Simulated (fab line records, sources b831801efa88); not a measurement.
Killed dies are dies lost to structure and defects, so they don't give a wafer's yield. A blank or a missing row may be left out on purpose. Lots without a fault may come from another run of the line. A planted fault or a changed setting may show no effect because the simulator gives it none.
One fault seen from 2 desks | flow gf180mcu | each desk has only its own numbers; what lay behind them comes last

THE METROLOGY DESK
What the gauges read, lot by lot, whatever tool the lot ran on: means of the sampled wafers that have a number. A lot is out of limits, marked OUT, if its mean lies more than 4 standard deviations from the usual mean; the brackets give that distance.
Columns: A = cd_nm at GF_M3_CD_MEAS_14, usual 279.9 nm; B = V3_CVD_02_THK at GF_V3_THK_MEAS_03, usual 847 nm; C = cd_nm at GF_V3_CD_MEAS_14, usual 260.3 nm
lot  | first seen here | A     | B              | C
L325 | day 22 00:58    | 279.2 | 853            | 260.8
L326 | day 22 08:23    | 278.4 | 841            | 260.7
L328 | day 22 20:58    | 281.8 | 854            | 260.3
L330 | day 24 01:12    | 280.1 | 841            | 259.3
L331 | day 24 05:48    | 280.1 | 840            | 259.3
L332 | day 24 07:10    | 279.0 | 852            | 260.2
L334 | day 25 06:49    | 281.3 | 838            | 259.1
L335 | day 25 09:28    | 279.3 | 836            | 260.7
L336 | day 25 16:52    | 279.1 | 844            | 260.1
L337 | day 26 01:16    | 279.8 | 851            | 260.5
L341 | day 27 05:25    | 280.8 | 1005 (+16) OUT | 261.1
L342 | day 27 16:37    | 281.2 | 1007 (+16) OUT | 260.9
This desk's finding: out of limits on L341, L342; first on L341, day 27 06:26 (V3_CVD_02_THK at GF_V3_THK_MEAS_03). In limits: L325, L326, L328, L330, L331, L332, L334, L335, L336, L337.

THE TOOL OWNER'S DESK: pecvd-04
The tool's own readings at GF_V3_CVD_02 (deposits SiO2 from TEOS, target thk 850 nm, time 94.851 s): means of the sampled wafers that have a number, for each lot that ran on this tool. A lot is out of limits, marked OUT, if its mean lies more than 4 standard deviations from the usual mean; the brackets give that distance.
Columns: A = heater_power_w at GF_V3_CVD_02, usual 620 W; B = run_length_s at GF_V3_CVD_02, usual 122.7 s
lot  | first seen here | A   | B
L326 | day 22 09:27    | 589 | 123.1
L328 | day 22 21:55    | 568 | 123.0
L330 | day 24 02:11    | 570 | 123.1
L334 | day 25 07:49    | 538 | 123.4
L336 | day 25 17:50    | 545 | 123.0
L341 | day 27 06:22    | 561 | 140.6 (+29) OUT
L342 | day 27 17:34    | 565 | 141.0 (+30) OUT
This desk's finding: out of limits on L341, L342; first on L341, day 27 06:22 (run_length_s at GF_V3_CVD_02). In limits: L326, L328, L330, L334, L336.

PUT TOGETHER
The tool owner's desk could have raised an alarm at day 27 06:22, on L341, L342.
The metrology desk could have raised an alarm at day 27 06:26, on L341, L342.
Of the lots named, all ran GF_V3_CVD_02 on pecvd-04.

WHAT THE SIMULATOR HAD PUT IN
Process parameter drift: pecvd-04, from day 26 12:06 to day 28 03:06, at GF_V3_CVD_02. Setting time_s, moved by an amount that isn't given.
Lots struck among those shown: L341, L342.
Hours from the fault's start to each desk's first reading out of limits: the tool owner's desk, 18; the metrology desk, 18.
